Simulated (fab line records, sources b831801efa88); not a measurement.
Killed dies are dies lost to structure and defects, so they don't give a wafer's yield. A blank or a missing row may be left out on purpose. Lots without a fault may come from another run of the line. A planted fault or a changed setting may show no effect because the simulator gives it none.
Which tool did it? | flow sky130 | 12 lots, 36 wafers sampled, at 1 step of a route of 708

WHAT THE GAUGES READ, wafer by wafer
SKY_METAL4_CD_MEAS_13: target cd 300 nm. Usual: cd_nm 299.8 nm, standard deviation 1.2.
lot  | measured     | on        | cd_nm (nm)        | flag
L404 | day 42 04:55 | cd_sem-02 | 299.8 298.3 299.9 |
L405 | day 42 05:34 | cd_sem-02 | 298.2 299.1 298.2 |
L407 | day 43 18:16 | cd_sem-02 | 301.1 301.5 301.4 |
L408 | day 43 21:05 | cd_sem-01 | 300.0 300.2 301.1 |
L409 | day 43 21:41 | cd_sem-01 | 299.5 299.5 300.1 |
L410 | day 43 23:24 | cd_sem-01 | 300.1 298.5 300.1 |
L411 | day 44 03:10 | cd_sem-01 | 302.2 301.3 301.2 |
L414 | day 45 06:34 | cd_sem-01 | 298.1 299.0 300.0 |
L417 | day 45 15:51 | cd_sem-02 | 301.3 300.3 301.8 |
L418 | day 46 08:42 | cd_sem-02 | 298.9 298.9 298.2 |
L421 | day 46 17:07 | cd_sem-01 | 300.7 300.7 299.5 |
L423 | day 46 22:34 | cd_sem-02 | 298.9 298.9 299.1 |

WHICH TOOL RAN EACH LOT (tool, then ch and the chambers of the sampled wafers, then the start)
The record holds no process step before these readings.

WHAT THE TOOLS THEMSELVES READ (means of the sampled wafers that have a number; where no wafer has one, the mark that the record gives instead)
The record holds no such reading with a usual standard deviation.

THE ANSWER, worked out from the rows above alone
Rule: a lot is off if the mean of its wafers that have a number lies more than 3 standard deviations from the usual mean. A lot without any number at a reading at which 4 lots or more have one is off too. The other lots that the step has rows for count as sound. The gauges are gone through in route order, then the tools' own readings, and for those a lot's mean is taken as printed above. The first step at which some lot is off is used, and at that step the reading that is off furthest; a lot without a number counts as furthest.
No lot is off at any reading shown: from this, nothing can be told.

WHAT THE SIMULATOR HAD PUT IN
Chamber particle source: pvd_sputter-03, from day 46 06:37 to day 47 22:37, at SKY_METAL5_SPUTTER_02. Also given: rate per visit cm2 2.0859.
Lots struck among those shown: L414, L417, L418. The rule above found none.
